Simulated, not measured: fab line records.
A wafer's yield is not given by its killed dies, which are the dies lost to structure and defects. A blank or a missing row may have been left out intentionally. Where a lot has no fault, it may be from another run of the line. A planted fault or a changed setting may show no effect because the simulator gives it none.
Which tool did it? | flow sky130 | Sampling: 13 lots, 39 wafers, 5 of 708 route steps

== WHAT EACH GAUGE READ, for each wafer ==
SKY_SONOS_ONO_CD_MEAS_13: the cd target is 410 nm.
lot  | measured     | on        | cd-nm (nm)
L724 | day 13 10:18 | cd-sem-02 | 413.1 413.9 412.4
L725 | day 13 18:32 | cd-sem-01 | 403.3 404.8 405.2
L726 | day 13 21:36 | cd-sem-02 | 414.3 414.2 415.7
L727 | day 14 08:51 | cd-sem-01 | 410.7 408.7 410.0
L728 | day 14 19:18 | cd-sem-02 | 413.3 411.9 413.9
L735 | day 17 01:11 | cd-sem-02 | 408.9 408.9 409.7
L736 | day 17 14:18 | cd-sem-02 | 411.3 412.6 412.4
L737 | day 18 01:32 | cd-sem-02 | 413.9 412.6 412.4
L738 | day 18 10:25 | cd-sem-02 | 406.5 405.6 405.4
L741 | day 19 11:25 | cd-sem-02 | 410.9 410.2 409.6
L742 | day 20 03:35 | cd-sem-02 | 409.9 408.9 411.7
L743 | day 20 20:01 | cd-sem-02 | 407.8 407.0 406.0
L745 | day 20 19:41 | cd-sem-02 | 410.7 410.2 409.2

SKY_GATE_OXIDE_OVL_MEAS_10.
lot  | measured     | on         | GATE_OXIDE_OVL (nm)
L724 | day 14 14:50 | overlay-02 | -1.5 -1.6 0.5
L725 | day 15 00:17 | overlay-01 | 0.7 -2.4 -1.7
L726 | day 15 03:34 | overlay-01 | 0.4 -0.7 -0.8
L727 | day 15 14:27 | overlay-02 | 0.8 0.2 -0.1
L728 | day 16 00:53 | overlay-01 | -1.5 0.9 -0.1
L735 | day 18 08:52 | overlay-01 | 1.1 1.7 -0.3
L736 | day 18 21:49 | overlay-01 | -2.1 -2.2 -2.9
L737 | day 19 12:37 | overlay-01 | -3.3 -1.4 -0.8
L738 | day 19 23:13 | overlay-02 | -2.3 -1.4 -1.5
L741 | day 20 20:49 | overlay-01 | -1.7 -0.1 -0.2
L742 | day 21 12:21 | overlay-01 | -0.1 -0.8 -1.4
L743 | day 22 04:19 | overlay-02 | 2.8 0.2 0.3
L745 | day 22 04:04 | overlay-01 | -0.6 -1.9 1.9

SKY_LDD_HVN_TW_MEAS_10.
lot  | measured     | on            | LDD_HVN_TW
L724 | day 21 03:10 | film-metro-04 | 1417 1415 1418
L725 | day 21 19:28 | film-metro-03 | 1447 1444 1443
L726 | day 21 18:49 | film-metro-04 | 1410 1406 1413
L727 | day 22 13:28 | film-metro-02 | 1392 1392 1391
L728 | day 22 20:13 | film-metro-03 | 1391 1390 1392
L735 | day 25 03:37 | film-metro-04 | 1412 1410 1410
L736 | day 25 15:49 | film-metro-03 | 1456 1460 1464
L737 | day 26 04:20 | film-metro-04 | 1418 1416 1427
L738 | day 26 13:58 | film-metro-03 | 1452 1449 1445
L741 | day 27 13:47 | film-metro-03 | 1449 1445 1451
L742 | day 28 02:22 | film-metro-03 | 1448 1442 1440
L743 | day 28 14:50 | film-metro-02 | 1439 1448 1442
L745 | day 28 14:31 | film-metro-02 | 1443 1446 1448

== TOOL THAT RAN EACH LOT (tool first, then ch and the chambers of the sampled wafers, then the start) ==
lot  | SKY_NWELL_STRIP_14                   | SKY_LDD_HVN_IMPLANT_08
L724 | plasma-asher-02 ch 0,1, day 5 01:34  | implanter-03 ch 0, day 21 02:55
L725 | plasma-asher-03 ch 0,1, day 5 04:58  | implanter-01 ch 0, day 21 19:13
L726 | plasma-asher-04 ch 0,1, day 5 11:38  | implanter-03 ch 0, day 21 18:34
L727 | plasma-asher-02 ch 0,1, day 5 18:35  | implanter-03 ch 0, day 22 13:13
L728 | plasma-asher-02 ch 0,1, day 6 01:44  | implanter-03 ch 0, day 22 19:58
L735 | plasma-asher-02 ch 0,1, day 7 15:46  | implanter-01 ch 0, day 25 03:22
L736 | plasma-asher-03 ch 0,1, day 8 00:14  | implanter-03 ch 0, day 25 15:34
L737 | plasma-asher-02 ch 0,1, day 8 07:13  | implanter-01 ch 0, day 26 04:07
L738 | plasma-asher-02 ch 0,1, day 8 13:05  | implanter-04 ch 0, day 26 13:44
L741 | plasma-asher-04 ch 0,1, day 9 08:17  | implanter-03 ch 0, day 27 13:33
L742 | plasma-asher-03 ch 0,1, day 9 13:32  | implanter-04 ch 0, day 28 02:04
L743 | plasma-asher-03 ch 0,1, day 9 18:11  | implanter-04 ch 0, day 28 14:36
L745 | plasma-asher-02 ch 0,1, day 10 03:19 | implanter-03 ch 0, day 28 14:16
- SKY_NWELL_STRIP_14: strips in O2/N2.
- SKY_LDD_HVN_IMPLANT_08

== AS READ BY THE TOOLS THEMSELVES (means over the sampled wafers that have a number; for cases with no such wafer, the mark the record gives instead) ==
SKY_NWELL_STRIP_14.
lot  | tool            | drypump-motor-current-A (A) | n2-flow-sccm (sccm) | oes-product-au (a.u.) | strip-time-to-endpoint-s (s)
L724 | plasma-asher-02 | 5.8                         | 300.5               | 0.721                 | 36.85
L725 | plasma-asher-03 | 5.3                         | 298.8               | 0.723                 | 37.07
L726 | plasma-asher-04 | 5.9                         | 300.4               | 0.721                 | 36.80
L727 | plasma-asher-02 | 5.3                         | 300.8               | 0.722                 | 36.95
L728 | plasma-asher-02 | 5.3                         | 300.4               | 0.723                 | 36.81
L735 | plasma-asher-02 | 5.7                         | 300.1               | 0.722                 | 36.90
L736 | plasma-asher-03 | 5.3                         | 299.4               | 0.724                 | 36.84
L737 | plasma-asher-02 | 5.7                         | 299.3               | 0.720                 | 36.91
L738 | plasma-asher-02 | 5.3                         | 300.3               | 0.723                 | 37.00
L741 | plasma-asher-04 | 5.8                         | 299.9               | 0.725                 | 36.97
L742 | plasma-asher-03 | 5.3                         | 300.8               | 0.719                 | 36.98
L743 | plasma-asher-03 | 5.3                         | 299.8               | 0.721                 | 37.05
L745 | plasma-asher-02 | 5.8                         | 299.9               | 0.721                 | 36.95

== THE ANSWER, worked out from the rows above alone ==
Rule: the lots themselves supply what counts as usual. Put in order of their means at a reading, lots are off if they are a third of the lots or fewer, leave a main group of 4 or more, and stand apart from it by a gap of 3 or more times the standard deviation of the main group's means; of several such gaps the widest counts. The tables above print the reading to a certain number of digits; a main group whose means all agree to those digits is not used. Also off: a lot with no number at a reading for which 4 or more lots have one. Any other lot the step has rows for is counted as sound. Order of review: gauges by route order, followed by the tools' own readings, for which a lot's mean as printed above is used. The first step at which some lot is off is used, and at that step the reading that is off furthest; a lot without a number counts as furthest.
Nothing can be told from this: no lot is off at any reading shown.

== WHAT WAS PUT IN BY THE SIMULATOR ==
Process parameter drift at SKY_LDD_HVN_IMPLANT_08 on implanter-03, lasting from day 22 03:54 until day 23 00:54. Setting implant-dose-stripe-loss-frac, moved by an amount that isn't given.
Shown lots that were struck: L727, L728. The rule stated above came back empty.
